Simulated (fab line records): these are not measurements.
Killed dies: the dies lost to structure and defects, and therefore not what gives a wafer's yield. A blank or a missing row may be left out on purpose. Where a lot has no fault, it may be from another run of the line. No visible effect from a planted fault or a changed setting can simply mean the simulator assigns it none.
2 desks, one fault | flow gf180mcu | each desk has only its own numbers; what lay behind them comes last

TOOL OWNER'S DESK, pvdSputter-02
The tool's own readings at GF_CONTACT_SPUTTER_22 (material Ti, target thk 15 nm, time 80.02 s): means of the sampled wafers that have a number, for each lot that ran on this tool. Marked OUT: a lot whose mean sits more than 4 standard deviations from the usual mean, which makes it out of limits; the brackets give that distance.
Columns: A = chamberPressurePa at GF_CONTACT_SPUTTER_22, usual 4.998 Pa; B = throttleValvePct at GF_CONTACT_SPUTTER_22, usual 30.2 %
lot  | first seen here | A               | B
L100 | day 18 04:43    | 4.997           | 29.4
L111 | day 22 08:30    | 5.662 (+66) OUT | 27.5
L112 | day 22 17:22    | 5.675 (+68) OUT | 27.5
This desk's finding: out of limits on L111, L112; first on L111, day 22 08:30 (chamberPressurePa at GF_CONTACT_SPUTTER_22). In limits: L100.

METROLOGY DESK
What the gauges read for every lot (on any tool): the sampled wafers with a number, averaged. Marked OUT: a lot whose mean sits more than 4 standard deviations from the usual mean, which makes it out of limits; the brackets give that distance.
Columns: A = cdNm at GF_CONTACT_CD_MEAS_14, usual 219.8 nm; B = CONTACT_OVL at GF_CONTACT_OVL_MEAS_15, usual -4 nm
lot  | first seen here | A     | B
L999 | day 18 00:23    | 219.4 | -1
L100 | day 18 04:07    | 222.2 | -6
L111 | day 22 07:29    | 218.1 | -4
L112 | day 22 16:34    | 220.0 | 4
L114 | day 23 07:22    | 219.7 | -2
L116 | day 23 20:38    | 218.5 | -5
This desk found nothing out of limits on any of the 6 lots.

PUT TOGETHER
The tool owner's desk could have raised an alarm at day 22 08:30, on L111, L112.
The metrology desk saw nothing out of limits.
The metrology desk holds a record of L111, L112, inside its limits.
GF_CONTACT_SPUTTER_22 was run on pvdSputter-02 by each of the lots named.

WHAT THE SIMULATOR HAD INSERTED
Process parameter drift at GF_CONTACT_SPUTTER_22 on pvdSputter-02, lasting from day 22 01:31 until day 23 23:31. The setting chamberPressurePa was moved by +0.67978, starting from 5. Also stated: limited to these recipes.
Lots struck among those shown: L111, L112.
Each desk's first reading out of limits, in hours after the fault started: the tool owner's desk, 7.
